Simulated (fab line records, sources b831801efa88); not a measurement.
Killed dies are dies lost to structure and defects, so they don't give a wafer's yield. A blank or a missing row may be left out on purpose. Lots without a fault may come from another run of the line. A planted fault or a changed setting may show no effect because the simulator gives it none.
Which tool did it? | flow gf180mcu | 11 lots, 33 wafers sampled, at 5 steps of a route of 602

WHAT THE GAUGES READ, wafer by wafer
GF_V4_THK_MEAS_01.
lot  | measured     | on            | V4_CVD_00_THK (nm)
L741 | day 23 10:55 | film_metro-02 | 595 591 597
L743 | day 24 00:23 | film_metro-02 | 604 609 599
L747 | day 25 15:55 | film_metro-04 | 603 608 609
L748 | day 26 00:16 | film_metro-03 | 599 610 613
L749 | day 26 18:07 | film_metro-04 | 603 610 607
L756 | day 28 11:01 | film_metro-03 | 505 513 506
L757 | day 28 20:50 | film_metro-03 | 600 599 595
L759 | day 29 11:40 | film_metro-04 | 513 524 511
L762 | day 30 02:10 | film_metro-04 | 596 596 591
L763 | day 30 04:26 | film_metro-04 | 600 597 595
L764 | day 30 11:43 | film_metro-04 | 596 611 606

WHICH TOOL RAN EACH LOT (tool, then ch and the chambers of the sampled wafers, then the start)
lot  | GF_V3_ETCH_16                      | GF_V3_CVD_23                  | GF_M4_STRIP_17                       | GF_V4_CVD_00
L741 | rie_diel-04 ch 0,2,3, day 22 09:26 | cvd_w-01 ch 0,1, day 22 10:14 | plasma_asher-04 ch 0, day 23 10:11   | hdpcvd-02 ch 0,1,2, day 23 10:50
L743 | rie_diel-02 ch 0,1,2, day 22 23:38 | cvd_w-02 ch 0,1, day 23 00:24 | plasma_asher-01 ch 1, day 23 23:46   | hdpcvd-02 ch 0,2, day 24 00:19
L747 | rie_diel-02 ch 0,2, day 24 16:26   | cvd_w-02 ch 0,1, day 24 17:12 | plasma_asher-01 ch 0,1, day 25 15:12 | hdpcvd-02 ch 1,2, day 25 15:50
L748 | rie_diel-04 ch 2,3, day 24 23:56   | cvd_w-01 ch 0,1, day 25 00:48 | plasma_asher-03 ch 1, day 25 22:38   | hdpcvd-01 ch 0,1,2, day 26 00:12
L749 | rie_diel-02 ch 0,2,3, day 25 18:50 | cvd_w-02 ch 0,1, day 25 19:57 | plasma_asher-04 ch 0,1, day 26 17:30 | hdpcvd-01 ch 0,1,2, day 26 18:02
L756 | rie_diel-01 ch 0,1,2, day 27 13:32 | cvd_w-02 ch 0,1, day 27 14:19 | plasma_asher-04 ch 0,1, day 28 10:24 | hdpcvd-02 ch 0,1,2, day 28 10:56
L757 | rie_diel-01 ch 0,2,3, day 27 23:08 | cvd_w-02 ch 0,1, day 27 23:56 | plasma_asher-03 ch 0,1, day 28 20:14 | hdpcvd-01 ch 0,2, day 28 20:44
L759 | rie_diel-02 ch 2,3, day 28 14:17   | cvd_w-01 ch 1, day 28 15:05   | plasma_asher-04 ch 0,1, day 29 11:03 | hdpcvd-02 ch 0,2, day 29 11:35
L762 | rie_diel-02 ch 0,2,3, day 29 05:17 | cvd_w-02 ch 0,1, day 29 06:04 | plasma_asher-03 ch 0,1, day 30 01:34 | hdpcvd-01 ch 0,1, day 30 02:06
L763 | rie_diel-04 ch 0,1,2, day 29 07:08 | cvd_w-02 ch 0,1, day 29 07:55 | plasma_asher-04 ch 0,1, day 30 03:49 | hdpcvd-01 ch 0,1,2, day 30 04:21
L764 | rie_diel-01 ch 2,3, day 29 15:14   | cvd_w-01 ch 0,1, day 29 16:02 | plasma_asher-04 ch 0,1, day 30 11:07 | hdpcvd-01 ch 0,1,2, day 30 11:37
- GF_V3_ETCH_16: etches BARC in N2/H2.
- GF_V3_CVD_23: deposits W, target thk 350 nm, time 104.9 s.
- GF_M4_STRIP_17: strips in O2/N2.
- GF_V4_CVD_00: deposits SiO2, target thk 600 nm, time 100 s.

WHAT THE TOOLS THEMSELVES READ (means of the sampled wafers that have a number; where no wafer has one, the mark that the record gives instead)
GF_V3_ETCH_16.
lot  | tool        | chamber_pressure_mTorr (mTorr) | drypump_motor_current_A (A) | oes_product_au (a.u.) | throttle_valve_pct (%)
L741 | rie_diel-04 | 30.022                         | 6.1                         | 0.850                 | 13.225
L743 | rie_diel-02 | 29.992                         | 5.4                         | 0.858                 | 13.227
L747 | rie_diel-02 | 29.968                         | 5.6                         | 0.854                 | 13.228
L748 | rie_diel-04 | 29.998                         | 6.2                         | 0.859                 | 13.223
L749 | rie_diel-02 | 29.986                         | 5.6                         | 0.851                 | 13.227
L756 | rie_diel-01 | 29.983                         | 5.4                         | 0.856                 | 13.221
L757 | rie_diel-01 | 30.004                         | 5.3                         | 0.859                 | 13.225
L759 | rie_diel-02 | 30.004                         | 5.9                         | 0.855                 | 13.228
L762 | rie_diel-02 | 30.006                         | 5.6                         | 0.854                 | 13.223
L763 | rie_diel-04 | 29.995                         | 6.1                         | 0.853                 | 13.229
L764 | rie_diel-01 | 30.001                         | 5.4                         | 0.859                 | 13.226

GF_V3_CVD_23.
lot  | tool     | heater_power_w (W)
L741 | cvd_w-01 | 913
L743 | cvd_w-02 | 746
L747 | cvd_w-02 | 745
L748 | cvd_w-01 | 905
L749 | cvd_w-02 | 714
L756 | cvd_w-02 | 745
L757 | cvd_w-02 | 753
L759 | cvd_w-01 | 964
L762 | cvd_w-02 | 720
L763 | cvd_w-02 | 743
L764 | cvd_w-01 | 917

GF_M4_STRIP_17.
lot  | tool            | chamber_pressure_mTorr (mTorr) | drypump_motor_current_A (A) | heater_power_w (W) | oes_product_au (a.u.) | strip_time_to_endpoint_s (s)
L741 | plasma_asher-04 | 1499.1                         | 5.0                         | 276                | 0.561                 | 7.91
L743 | plasma_asher-01 | 1498.5                         | 6.1                         | 354                | 0.551                 | 7.88
L747 | plasma_asher-01 | 1499.3                         | 5.7                         | 345                | 0.556                 | 7.87
L748 | plasma_asher-03 | 1500.2                         | 5.1                         | 391                | 0.554                 | 7.80
L749 | plasma_asher-04 | 1500.4                         | 6.0                         | 321                | 0.561                 | 7.89
L756 | plasma_asher-04 | 1500.9                         | 6.0                         | 322                | 0.556                 | 7.87
L757 | plasma_asher-03 | 1501.3                         | 5.1                         | 369                | 0.556                 | 7.80
L759 | plasma_asher-04 | 1499.8                         | 5.5                         | 299                | 0.558                 | 7.80
L762 | plasma_asher-03 | 1500.8                         | 5.0                         | 352                | 0.560                 | 7.90
L763 | plasma_asher-04 | 1499.4                         | 5.5                         | 296                | 0.554                 | 7.87
L764 | plasma_asher-04 | 1500.2                         | 6.0                         | 320                | 0.556                 | 7.89

GF_V4_CVD_00.
lot  | tool      | sih4_flow_sccm (sccm)
L741 | hdpcvd-02 | 59.79
L743 | hdpcvd-02 | 59.98
L747 | hdpcvd-02 | 60.19
L748 | hdpcvd-01 | 60.08
L749 | hdpcvd-01 | 60.20
L756 | hdpcvd-02 | 50.98
L757 | hdpcvd-01 | 60.04
L759 | hdpcvd-02 | 50.94
L762 | hdpcvd-01 | 60.07
L763 | hdpcvd-01 | 59.86
L764 | hdpcvd-01 | 60.06

THE ANSWER, worked out from the rows above alone
Rule: what is usual is taken from the lots themselves. Put in order of their means at a reading, lots are off if they are a third of the lots or fewer, leave a main group of 4 or more, and stand apart from it by a gap of 3 or more times the standard deviation of the main group's means; of several such gaps the widest counts. A main group whose means are all the same, to the digits that the tables above print for the reading, isn't used. A lot without any number at a reading at which 4 lots or more have one is off too. The other lots that the step has rows for count as sound. The gauges are gone through in route order, then the tools' own readings, and for those a lot's mean is taken as printed above. The first step at which some lot is off is used, and at that step the reading that is off furthest; a lot without a number counts as furthest.
Off: L756, L759, at GF_V4_THK_MEAS_01 (V4_CVD_00_THK). The main group: mean 601 nm, standard deviation 5.1.
A tool fits if, at a process step before that reading, it ran every lot that is off, and no sound lot after the first of them. The gauges at GF_V4_THK_MEAS_01 aren't tried: what is off there is off at GF_V4_CVD_00 too, on other tools, and a gauge's error can't cause that. One fits: hdpcvd-02 at GF_V4_CVD_00. Its last sound lot is L747 (day 25 15:50), its first lot that is off L756 (day 28 10:56): a fault that began between those two fits.
The tool's own readings at GF_V4_CVD_00 bear it out: on the lots that are off they differ by more than 5 times the standard deviation of the sound lots' means. sih4_flow_sccm reads 50.96 sccm there against 60.03 sccm on the sound lots.

WHAT THE SIMULATOR HAD PUT IN
Process parameter drift: hdpcvd-02, from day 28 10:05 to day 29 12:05, at GF_V4_CVD_00. Setting sih4_flow_sccm, moved by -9, from 60. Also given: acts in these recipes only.
Lots struck among those shown: L756, L759. The rule above found the same.
